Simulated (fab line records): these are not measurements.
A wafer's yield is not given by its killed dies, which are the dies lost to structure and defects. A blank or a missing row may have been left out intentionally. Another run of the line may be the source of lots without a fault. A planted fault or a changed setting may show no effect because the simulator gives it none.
Which tool was responsible? / flow gf180mcu / Sampling: 7 lots, 21 wafers, 3 of 602 route steps

== WHAT THE GAUGES READ, wafer by wafer ==
GF_V2_OVL_MEAS_15.
lot=L882; measured=day 21 19:37; on=overlay-01; V2_OVL (nm)=-1 0 3
lot=L884; measured=day 22 13:10; on=overlay-01; V2_OVL (nm)=13 11 18
lot=L886; measured=day 23 03:31; on=overlay-02; V2_OVL (nm)=4 4 9
lot=L889; measured=day 24 06:40; on=overlay-01; V2_OVL (nm)=2 3 1
lot=L894; measured=day 25 19:58; on=overlay-01; V2_OVL (nm)=3 3 3
lot=L897; measured=day 26 21:09; on=overlay-02; V2_OVL (nm)=7 9 8
lot=L901; measured=day 27 22:56; on=overlay-02; V2_OVL (nm)=-4 -3 0

== WHICH TOOL RAN EACH LOT (tool, then ch and the chambers of the sampled wafers, then the start) ==
lot=L882; GF_SAB_ETCH_11=rie_diel-01 ch 0,1,3, day 16 11:55; GF_M2_SPUTTER_04=pvd_sputter-01, day 19 16:55
lot=L884; GF_SAB_ETCH_11=rie_diel-03 ch 0,2,3, day 17 04:43; GF_M2_SPUTTER_04=pvd_sputter-04, day 20 11:09
lot=L886; GF_SAB_ETCH_11=rie_diel-02 ch 0,3, day 17 20:03; GF_M2_SPUTTER_04=pvd_sputter-01, day 21 03:35
lot=L889; GF_SAB_ETCH_11=rie_diel-02 ch 0,1,3, day 19 00:33; GF_M2_SPUTTER_04=pvd_sputter-03, day 22 07:26
lot=L894; GF_SAB_ETCH_11=rie_diel-02 ch 0,3, day 20 18:57; GF_M2_SPUTTER_04=pvd_sputter-01, day 23 23:12
lot=L897; GF_SAB_ETCH_11=rie_diel-01 ch 1,2,3, day 21 22:06; GF_M2_SPUTTER_04=pvd_sputter-03, day 25 00:34
lot=L901; GF_SAB_ETCH_11=rie_diel-01 ch 1,2,3, day 23 04:13; GF_M2_SPUTTER_04=pvd_sputter-01, day 26 04:24
- GF_SAB_ETCH_11: etches SiO2 in C4F8/O2/Ar, target depth 55 nm, time 8.5 s.
- GF_M2_SPUTTER_04: material TiN, target thk 50 nm, time 41.7 s.

== THE ANSWER, worked out from the rows above alone ==
Rule: the lots themselves supply what counts as usual. Put in order of their means at a reading, lots are off if they are a third of the lots or fewer, leave a main group of 4 or more, and stand apart from it by a gap of 3 or more times the standard deviation of the main group's means; of several such gaps the widest counts. If all means in a main group match to the digits the tables above print for the reading, that group is not used. A lot without any number at a reading at which 4 lots or more have one is off too. Where the step has rows for the other lots, those lots are counted as sound.
None of the lots is off at any reading shown; this tells nothing.

== WHAT THE SIMULATOR HAD INSERTED ==
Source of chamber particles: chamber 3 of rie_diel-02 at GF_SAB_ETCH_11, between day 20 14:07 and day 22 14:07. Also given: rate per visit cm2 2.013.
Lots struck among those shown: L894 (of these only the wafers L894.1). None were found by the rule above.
